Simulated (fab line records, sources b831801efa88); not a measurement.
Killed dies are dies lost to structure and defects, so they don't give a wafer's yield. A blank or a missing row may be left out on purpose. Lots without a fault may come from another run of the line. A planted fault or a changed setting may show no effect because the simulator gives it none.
Which tool did it? | flow gf180mcu | 13 lots, 39 wafers sampled, at 4 steps of a route of 602

WHAT THE GAUGES READ, wafer by wafer
GF_TOP_METAL_THK_MEAS_06: measures by xrf. Usual: TOP_METAL_ALCU_THK 908 nm, standard deviation 10.
lot  | measured     | on            | TOP_METAL_ALCU_THK (nm) | flag
L783 | day 27 01:17 | film_metro-02 | 898 899 894             |
L785 | day 27 20:36 | film_metro-02 | 908 912 912             |
L787 | day 28 14:11 | film_metro-03 | 917 907 909             |
L789 | day 29 02:29 | film_metro-01 | 910 920 917             |
L790 | day 29 11:46 | film_metro-02 | 919 915 922             |
L791 | day 29 22:39 | film_metro-02 | 908 906 917             |
L792 | day 30 02:10 | film_metro-02 | 910 912 905             |
L793 | day 30 16:17 | film_metro-01 | 917 916 913             |
L796 | day 31 08:02 | film_metro-03 | 900 901 902             |
L797 | day 31 11:16 | film_metro-02 | 924 907 912             |
L801 | day 32 08:25 | film_metro-02 | 930 915 927             |
L802 | day 32 15:21 | film_metro-03 | 893 893 886             |
L806 | day 33 11:32 | film_metro-02 | 917 916 908             |

WHICH TOOL RAN EACH LOT (tool, then ch and the chambers of the sampled wafers, then the start)
lot  | GF_V4_SPUTTER_21             | GF_V5_SPUTTER_22             | GF_V5_CVD_23
L783 | pvd_sputter-01, day 24 06:02 | pvd_sputter-03, day 27 00:19 | cvd_w-01 ch 0,1, day 27 00:21
L785 | pvd_sputter-01, day 25 02:56 | pvd_sputter-01, day 27 19:38 | cvd_w-02 ch 0,1, day 27 19:40
L787 | pvd_sputter-02, day 25 21:13 | pvd_sputter-04, day 28 13:13 | cvd_w-02 ch 0,1, day 28 13:16
L789 | pvd_sputter-04, day 26 09:16 | pvd_sputter-04, day 29 01:31 | cvd_w-01 ch 0,1, day 29 01:34
L790 | pvd_sputter-01, day 26 19:32 | pvd_sputter-03, day 29 10:48 | cvd_w-01 ch 0,1, day 29 10:50
L791 | pvd_sputter-01, day 27 08:43 | pvd_sputter-04, day 29 21:40 | cvd_w-01 ch 0,1, day 29 21:44
L792 | pvd_sputter-01, day 27 11:22 | pvd_sputter-04, day 30 01:11 | cvd_w-02 ch 0,1, day 30 01:14
L793 | pvd_sputter-02, day 27 19:58 | pvd_sputter-04, day 30 09:27 | cvd_w-02 ch 0,1, day 30 09:29
L796 | pvd_sputter-01, day 28 21:22 | pvd_sputter-04, day 31 06:49 | cvd_w-02 ch 1, day 31 06:52
L797 | pvd_sputter-02, day 29 00:11 | pvd_sputter-01, day 31 10:17 | cvd_w-01 ch 0,1, day 31 10:20
L801 | pvd_sputter-04, day 29 22:33 | pvd_sputter-01, day 32 07:26 | cvd_w-01 ch 0,1, day 32 07:28
L802 | pvd_sputter-04, day 30 07:05 | pvd_sputter-03, day 32 14:22 | cvd_w-02 ch 1, day 32 14:25
L806 | pvd_sputter-01, day 31 06:13 | pvd_sputter-03, day 33 10:33 | cvd_w-02 ch 1, day 33 10:35
- GF_V4_SPUTTER_21: material Ti, target thk 15 nm, time 80.02 s.
- GF_V5_SPUTTER_22: material TiN, target thk 10 nm, time 40 s.
- GF_V5_CVD_23: deposits W, target thk 350 nm, time 104.9 s.

WHAT THE TOOLS THEMSELVES READ (means of the sampled wafers that have a number; where no wafer has one, the mark that the record gives instead)
GF_V4_SPUTTER_21. Usual: throttle_valve_pct 30.3 %, standard deviation 1.
lot  | tool           | throttle_valve_pct (%) | flag
L783 | pvd_sputter-01 | 31.5                   |
L785 | pvd_sputter-01 | 30.9                   |
L787 | pvd_sputter-02 | 29.0                   |
L789 | pvd_sputter-04 | 29.4                   |
L790 | pvd_sputter-01 | 31.3                   |
L791 | pvd_sputter-01 | 31.1                   |
L792 | pvd_sputter-01 | 30.8                   |
L793 | pvd_sputter-02 | 29.1                   |
L796 | pvd_sputter-01 | 31.0                   |
L797 | pvd_sputter-02 | 29.1                   |
L801 | pvd_sputter-04 | 29.3                   |
L802 | pvd_sputter-04 | 30.0                   |
L806 | pvd_sputter-01 | 31.0                   |

GF_V5_SPUTTER_22. Usual: throttle_valve_pct 29.8 %, standard deviation 1.1.
lot  | tool           | throttle_valve_pct (%) | flag
L783 | pvd_sputter-03 | 29.2                   |
L785 | pvd_sputter-01 | 31.3                   |
L787 | pvd_sputter-04 | 29.7                   |
L789 | pvd_sputter-04 | 29.6                   |
L790 | pvd_sputter-03 | 29.0                   |
L791 | pvd_sputter-04 | 29.7                   |
L792 | pvd_sputter-04 | 29.0                   |
L793 | pvd_sputter-04 | 29.4                   |
L796 | pvd_sputter-04 | 30.1                   |
L797 | pvd_sputter-01 | 30.8                   |
L801 | pvd_sputter-01 | 31.3                   |
L802 | pvd_sputter-03 | 28.8                   |
L806 | pvd_sputter-03 | 29.4                   |

GF_V5_CVD_23. Usual: heater_power_w 747 W, standard deviation 54; susceptor_temp_C 399.98 C, standard deviation 0.22.
lot  | tool     | heater_power_w (W) | susceptor_temp_C (C) | flag
L783 | cvd_w-01 | 745                | 399.84               |
L785 | cvd_w-02 | 787                | 400.02               |
L787 | cvd_w-02 | 746                | 399.77               |
L789 | cvd_w-01 | 720                | 399.94               |
L790 | cvd_w-01 | 739                | 399.88               |
L791 | cvd_w-01 | 713                | 400.01               |
L792 | cvd_w-02 | 795                | 400.12               |
L793 | cvd_w-02 | 782                | 399.99               |
L796 | cvd_w-02 | 709                | 399.84               |
L797 | cvd_w-01 | 717                | 399.89               |
L801 | cvd_w-01 | 727                | 399.83               |
L802 | cvd_w-02 | 714                | 400.24               |
L806 | cvd_w-02 | 713                | 400.29               |

THE ANSWER, worked out from the rows above alone
Rule: a lot is off if the mean of its wafers that have a number lies more than 3 standard deviations from the usual mean. A lot without any number at a reading at which 4 lots or more have one is off too. The other lots that the step has rows for count as sound. The gauges are gone through in route order, then the tools' own readings, and for those a lot's mean is taken as printed above. The first step at which some lot is off is used, and at that step the reading that is off furthest; a lot without a number counts as furthest.
No lot is off at any reading shown: from this, nothing can be told.

WHAT THE SIMULATOR HAD PUT IN
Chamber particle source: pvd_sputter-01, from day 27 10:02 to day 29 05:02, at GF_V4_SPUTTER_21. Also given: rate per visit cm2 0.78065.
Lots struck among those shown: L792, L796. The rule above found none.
